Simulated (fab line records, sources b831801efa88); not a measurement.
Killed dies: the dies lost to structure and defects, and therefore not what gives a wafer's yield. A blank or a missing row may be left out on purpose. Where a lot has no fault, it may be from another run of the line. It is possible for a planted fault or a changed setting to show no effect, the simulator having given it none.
Chamber matching + flow sky130 + SKY_CONTACT_CMP_27 on cmp-02: 4 sister chambers
The step polishes, stops on SiO2, t overpolish 15 s, target thk 0 nm. 8 wafers are shown with their chamber, then 10 later ones without.

== WAFERS, EACH WITH ITS CHAMBER ==
| wafer  | chamber | motor current A (A) | time to endpoint s (s) |
|--------|---------|---------------------|------------------------|
| L079.1 | 1       | 12.5                | 86                     |
| L081.2 | 0       | 10.1                | 83                     |
| L082.1 | 0       | 9.9                 | 82                     |
| L083.1 | 2       | 10.2                | 80                     |
| L083.4 | 3       | 12.8                | 77                     |
| L083.6 | 1       | 12.0                | 83                     |
| L087.1 | 2       | 10.6                | 75                     |
| L087.3 | 3       | 12.5                | 76                     |

== WAFERS WITHOUT THEIR CHAMBER ==
| wafer  | motor current A (A) | time to endpoint s (s) |
|--------|---------------------|------------------------|
| L087.4 | 10.1                | 80                     |
| L089.3 | 11.4                | 80                     |
| L089.5 | 11.9                | 80                     |
| L089.6 | 9.6                 | 82                     |
| L092.3 | 10.3                | 73                     |
| L092.5 | 10.4                | 79                     |
| L092.6 | 11.9                | 80                     |
| L094.1 | 11.8                | 78                     |
| L094.3 | 9.8                 | 78                     |
| L094.6 | 10.1                | 78                     |

== WHICH CHAMBER EACH ONE RAN IN ==
| wafer  | from the rows above               | in truth |
|--------|-----------------------------------|----------|
| L087.4 | can't be placed: 0 or 2           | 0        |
| L089.3 | can't be placed: 1 or 2 or 3 or 0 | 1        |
| L089.5 | can't be placed: 1 or 3           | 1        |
| L089.6 | 0                                 | 0        |
| L092.3 | 2                                 | 2        |
| L092.5 | can't be placed: 2 or 0           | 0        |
| L092.6 | can't be placed: 1 or 3           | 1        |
| L094.1 | can't be placed: 3 or 1           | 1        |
| L094.3 | can't be placed: 0 or 2           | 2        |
| L094.6 | can't be placed: 2 or 0           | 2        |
Correct placement for 2 of the 10. Cannot be placed on the basis of these rows: 8; the candidates contain the true chamber in 8. Wrongly placed: 0.
How it was worked out, from the rows above alone: a wafer's distance from a chamber is the root of the sum, over the readings, of the square of ((its reading less the chamber's mean) divided by the reading's scatter). If the next closest chamber is less than 2 further off than the closest, the wafer can't be placed; otherwise it belongs to the closest. Each chamber's mean is taken over the wafers shown for it. How the scatter is found: for the shown wafers, subtract from each reading the mean of its chamber, square and add these, divide the total by (wafers less chambers), then take the root.
